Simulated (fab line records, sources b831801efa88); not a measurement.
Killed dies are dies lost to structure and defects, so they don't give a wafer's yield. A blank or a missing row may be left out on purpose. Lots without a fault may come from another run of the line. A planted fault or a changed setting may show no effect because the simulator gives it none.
fab line records | flow gf180mcu
record lots=6 wafers=18 last_day=34
route steps=602 shown MIM@518 M5@526
lots that met no fault: from a run of the same line without faults
start_h: hours from the record's first day to the start of the lot's first wafer shown | wait_h: hours since the lot's step before | " the same as in the row above | L1.1+2: a row that stands for several wafers | - no value, or no start given | * or withheld: withheld | < > ~ a bound
route shown NAME@n: a module of which the file shows steps, and the number in the route of the first | usual: mean/standard deviation of fault-free wafers | same: alike in all rows | chamber/n: place in a boat | sites: the reading at each site | _std_site: their standard deviation | _edge_site: outer sites' mean less inner sites' | radius_mm: how far each site lies from the wafer's centre | mask NAME#n: copy n | behind: the tool/chamber that last shaped the wafer | hold: why the lot was held/for how many hours/how that ended | device: the transistor (n, p or np) that didn't switch | end of line: the same wafers' tests at the end of the route | a step without rows: its recipe alone | killed: dies lost to structure and defects at the first sort, not the wafer's yield | map: a wafer's dies, x killed, . not, _ none there
set.NAME: the setting as run; set.NAME@STEP: as run at that earlier step | model.NAME: the simulator's own value behind a step, which no gauge read
lots at some steps of the route; a table a step, a row a wafer
services: from which hour (start_h, from the record's first day; less than 0 if before it) a tool's chamber was out of use, for how many hours, and why
## steps
# step GF_MIM_SOFTBAKE_15
# recipe temp_c=90 time_s=60 resist=NOVOLAK
# step GF_MIM_EXPOSE_16
# recipe mask_id=FuseTop target_cd_nm=2000 na=0.6 source_shape=conventional sigma_outer=0.6 dose_mj=140
# step GF_MIM_PEB_17
# recipe temp_c=withheld time_s=* resist=NOVOLAK
# step GF_MIM_DEVELOP_18
# recipe develop_time_s=60 dev_temp_c=23
# step GF_MIM_METAL_ETCH_19
# recipe chemistry=Cl2/BCl3 mask_material=NOVOLAK stop_on=Si3N4 target_depth_nm=324.5 pressure_mtorr=8 icp_w=800 bias_w=140 Cl2_flow_sccm=80 bcl3_flow_sccm=40 time_s=54.1
# usual drypump_motor_current_A=5.6/0.5 oes_product_au=0.941/0.0064 throttle_valve_pct=28.284/0.011
# columns lot.wafer tool chamber start_h wait_h drypump_motor_current_A oes_product_au rf_hours_counter_h throttle_valve_pct
L605.4 rie_metal-01 0 599.52 0.1 5.3 0.941 - 28.277
L605.5 " 1 " " 6.6 0.941 - 28.284
L605.6 " 0 " " 5.3 0.937 - 28.299
L606.2 rie_metal-01 1 608.59 0.1 6.6 0.944 - 28.302
L606.3 " 1 " " 6.6 0.932 - 28.291
L606.5 " 1 " " 6.6 0.929 - 28.297
L609.4 rie_metal-02 1 640.34 0.1 5.9 0.942 - 28.299
L609.5 " 1 " " 5.9 0.939 - 28.295
L609.6 " 0 " " 5.1 0.935 - 28.286
L617.2 rie_metal-02 0 688.42 0.1 5.1 0.944 11 28.287
L617.3 " 0 " " 5.1 0.949 - 28.285
L617.5 " 1 " " 5.9 0.946 - 28.295
L623.2 rie_metal-02 1 727.02 0.1 5.9 0.936 3 28.284
L623.3 " 1 " " 5.9 0.931 - 28.292
L623.4 " 0 " " 5.1 0.935 - 28.291
L625.1 rie_metal-01 0 737.82 0.1 5.2 0.943 3 28.281
L625.3 " 0 " " 5.2 0.945 - 28.300
L625.4 " 1 " " 6.6 0.940 - 28.273
# step GF_MIM_STRIP_20
# recipe chemistry=O2/N2 power_w=1400 pressure_mtorr=1500 platen_temp_c=250 o2_flow_sccm=3000 n2_flow_sccm=300 overash_fraction=0.5
# usual drypump_motor_current_A=5.7/0.51 heater_power_w=325/19 oes_product_au=0.693/0.0047 strip_time_to_endpoint_s=11.23/0.042
# columns lot.wafer tool chamber start_h wait_h drypump_motor_current_A heater_power_w oes_product_au rf_hours_counter_h strip_time_to_endpoint_s
L605.4 plasma_asher-04 0 599.60 0.1 4.8 308 0.692 - 11.22
L605.5 " 1 " " 6.1 303 0.694 - 11.23
L605.6 " 0 " " 4.8 301 0.695 - 11.24
L606.2 plasma_asher-01 1 608.71 0.1 5.8 318 0.689 88 11.22
L606.3 " 0 " " 5.5 344 0.689 - 11.23
L606.5 " 1 " " 5.8 317 0.685 - 11.24
L609.4 plasma_asher-02 1 640.42 0.1 5.3 333 0.690 - 11.23
L609.5 " 0 " " 6.5 337 0.692 - 11.23
L609.6 " 1 " " 5.3 321 0.691 - 11.32
L617.2 plasma_asher-04 0 688.49 0.0 4.8 301 0.695 30 11.24
L617.3 " 0 " " 4.8 302 0.690 - 11.26
L617.5 " 0 " " 4.8 298 0.697 - 11.21
L623.2 plasma_asher-02 0 727.09 0.0 6.4 349 0.684 109 11.12
L623.3 " 0 " " 6.4 341 0.689 - 11.14
L623.4 " 1 " " 5.3 320 0.695 - 11.15
L625.1 plasma_asher-04 1 737.89 0.0 6.1 292 0.687 36 11.19
L625.3 " 1 " " 6.1 299 0.696 - 11.23
L625.4 " 0 " " 4.8 308 0.694 - 11.24
# step GF_MIM_STRIP_21
# recipe chemistry=post_etch_residue_remover time_s=1200 temp_c=72.5
# step GF_MIM_CLEAN_22
# recipe chemistry=DIW dry=n2_spin
# step GF_M5_DEHYDRATE_00
# recipe temp_c=200 time_s=60
# step GF_M5_HMDS_01
# recipe prime_time_s=60 prime_temp_c=120
# step GF_M5_COAT_02
# recipe resist=KrF spin_rpm=withheld resist_thk_nm=1000
# step GF_M5_SOFTBAKE_03
# recipe temp_c=130 time_s=60 resist=KrF
# step GF_M5_EXPOSE_04
# recipe mask_id=Metal5 target_cd_nm=280 na=0.68 source_shape=conventional sigma_outer=0.6 dose_mj=28
# usual exposure_dose_mJ_cm2=27.943/0.026 focus_offset_nm=0.0/0.5 reticle_temp_C=22.99/0.14
# columns lot.wafer tool chamber start_h wait_h mask exposure_dose_mJ_cm2 focus_offset_nm reticle_temp_C
L605.4 krf_scanner-01 - 609.64 - Metal5#0 - - -
L605.5 " - " " Metal5#0 - - -
L605.6 " - " " Metal5#0 - - -
L606.2 krf_scanner-02 - 620.04 - Metal5#0 - - -
L606.3 " - " " Metal5#0 - - -
L606.5 " - " " Metal5#0 - - -
L609.4 krf_scanner-01 0 650.51 - Metal5#0 27.901 0.4 23.17
L609.5 " 0 " " Metal5#0 27.947 0.6 23.03
L609.6 " 0 " " Metal5#0 27.918 0.6 23.35
L617.2 krf_scanner-02 0 698.12 - Metal5#0 27.955 0.1 22.92
L617.3 " 0 " " Metal5#0 27.962 0.3 22.91
L617.5 " 0 " " Metal5#0 27.935 0.1 22.85
L623.2 krf_scanner-01 0 735.55 - Metal5#0 27.922 0.2 23.07
L623.3 " 0 " " Metal5#0 27.937 0.0 22.83
L623.4 " 0 " " Metal5#0 27.914 -0.8 22.93
L625.1 krf_scanner-02 0 747.45 - Metal5#0 27.938 -0.4 22.97
L625.3 " 0 " " Metal5#0 27.949 0.5 22.92
L625.4 " 0 " " Metal5#0 27.905 -0.9 22.98
# step GF_M5_PEB_05
# recipe peb_temp_c=135 peb_time_s=90 resist=KrF
## services
# columns tool chamber start_h hours kind
plasma_asher-01 - 577.99 1.0 repair
rie_metal-01 0 607.01 2.6 repair
krf_scanner-02 - 609.57 1.0 pm
rie_metal-01 1 610.80 3.6 repair
krf_scanner-01 - 623.62 4.4 pm
krf_scanner-02 - 630.69 1.0 repair
krf_scanner-02 - 631.85 0.8 pm
plasma_asher-01 - 637.73 3.5 repair
rie_metal-01 1 643.40 - clean
rie_metal-01 1 643.40 21.6 scheduled_down
rie_metal-01 1 643.40 21.6 vent_cycle
rie_metal-02 0 659.97 2.8 repair
plasma_asher-04 - 660.79 2.1 repair
rie_metal-02 1 668.75 - clean
rie_metal-02 1 668.75 11.9 scheduled_down
krf_scanner-01 - 676.74 1.0 pm
krf_scanner-02 - 683.82 1.3 pm
rie_metal-02 - 686.07 1.5 repair
rie_metal-01 1 697.04 24.3 repair
krf_scanner-01 - 717.70 0.8 pm
krf_scanner-01 - 722.58 1.3 pm
krf_scanner-02 - 731.99 11.8 repair
plasma_asher-02 - 733.75 9.0 pm
rie_metal-02 - 734.91 15.6 pm
## key
first_sign step=GF_M5_EXPOSE_04 reading=tool_record direction=missing
effect none on later readings
met_at GF_M5_EXPOSE_04
struck_wafers L605.4,L605.5,L605.6,L606.2,L606.3,L606.5
later_rows_left_out L605.4,L605.5,L605.6,L606.2,L606.3,L606.5
sort_left_out L605.4,L605.5,L605.6,L606.2,L606.3,L606.5
fault kind=skipped_step_whole tool=krf_scanner-01,krf_scanner-02 chamber=- onset_h=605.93 steps=GF_M5_EXPOSE_04 scope=struck_lots_only
# sort_left_out: the simulated sort isn't trusted on such a fault, so these wafers' sort isn't shown, and their yield isn't known
# later_rows_left_out: the simulator's readings of these wafers behind a module that went badly wrong aren't trusted and aren't shown, but for the sort
